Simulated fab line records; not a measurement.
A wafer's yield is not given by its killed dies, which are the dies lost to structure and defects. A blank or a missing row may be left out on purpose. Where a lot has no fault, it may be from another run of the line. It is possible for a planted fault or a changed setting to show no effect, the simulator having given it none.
A struck lot beside a sound one / flow sky130 / 14 steps out of a route of 708
Sound: wafers L755.2, L755.4, L755.5. Struck: wafers L765.3, L765.4, L765.6. The cause is given at the end.
At each step with rows: each side's tool, then ch and its chambers, then its first start. Under that, the readings that differ: sound wafers / struck wafers / difference of the means / sigmas: that difference in standard deviations of wafers without a fault.
alike: a reading whose means differ by less than 2 such deviations, as well as words and numbers matching on both sides. not compared: withheld readings; readings where some wafer has no value; bounds like >300 that might hide an equal value; numbers whose values overlap and for which the record gives no deviation.
Wherever a step has rows on one side only, a row that says differs or no value, or a row with sigmas, the two part there. Non-overlapping numbers with no deviation appear without sigmas and do not part them. A reading that every wafer of one side lacks parts them only if that side has two wafers or more.

first, 6 steps without rows for these wafers: SKY_METAL4_COAT_07 (resist thk 60 nm); SKY_METAL4_COAT_08 (resist thk 1140 nm); SKY_METAL4_SOFTBAKE_09 (time 90 s); SKY_METAL4_EXPOSE_10 (exposes mask MM4, target cd 300 nm); SKY_METAL4_PEB_11; SKY_METAL4_DEVELOP_12 (develop time 60 s).
SKY_METAL4_CD_MEAS_13: the cd target is 300 nm.
  sound on cdSem-02, day 42 01:35; struck on cdSem-01, day 44 15:13
  alike: cdNm
SKY_METAL4_OVL_MEAS_14:
  sound on overlay-02, day 42 01:41; struck on overlay-02, day 44 15:19
  alike: METAL4_OVL
SKY_METAL4_DESCUM_15: chemistry O2, time 8 s.
  sound on rieMetal-02 ch 1, day 42 01:44; struck on rieMetal-01 ch 0,1, day 44 15:20
  alike: drypumpMotorCurrentA, oesProductAu
  not compared: rfHoursCounterH
SKY_METAL4_ETCH_16: etches BARC in N2/H2, stops on SiO2, time 88.2 s, target depth 60 nm.
  sound on rieMetal-02 ch 1, day 42 01:49; struck on rieMetal-01 ch 0,1, day 44 15:23
  alike: drypumpMotorCurrentA, oesProductAu, throttleValvePct
  not compared: rfHoursCounterH
SKY_METAL4_ETCH_17: etches SiO2 in C4F8/O2/Ar, stops on TiN, time 3.9 s, target depth 15 nm.
  sound on rieDiel-01 ch 1,3, day 42 01:59; struck on rieDiel-02 ch 0,1,2, day 44 15:28
  alike: oesProductAu
  not compared: rfHoursCounterH
SKY_METAL4_METAL_ETCH_18: etches the open film in Cl2/BCl3, stops on SiO2, target depth 845 nm, time 183.1 s.
  sound on rieMetal-01 ch 1, day 42 01:59; struck on rieMetal-04 ch 0,1, day 44 15:32
  alike: drypumpMotorCurrentA, oesProductAu, throttleValvePct
  not compared: rfHoursCounterH
SKY_METAL4_STRIP_19: strips in O2/N2.
  sound on plasmaAsher-03 ch 0,1, day 42 02:10; struck on plasmaAsher-03 ch 0,1, day 44 15:41
  no value came back on the struck wafers for chamberPressureMTorr (mTorr), drypumpMotorCurrentA (A), oesProductAu (a.u.), stripTimeToEndpointS (s); on the sound wafers chamberPressureMTorr (mTorr) reads 1501.4 1499.1 1500.0
reading=model.KrF-thick_of_METAL4_COAT_08.thkNm (nm); sound=0 0 0; struck=527.5 532.2 526.8; difference=+528.8; sigmas=
  not compared: rfHoursCounterH
then, 1 step without rows for these wafers: SKY_METAL4_STRIP_20 (strips in post etch residue remover, time 1200 s).

== WHERE THEY PART ==
At SKY_METAL4_STRIP_19 and nowhere else, as far as this record goes.

WHY: whatever the simulator had introduced
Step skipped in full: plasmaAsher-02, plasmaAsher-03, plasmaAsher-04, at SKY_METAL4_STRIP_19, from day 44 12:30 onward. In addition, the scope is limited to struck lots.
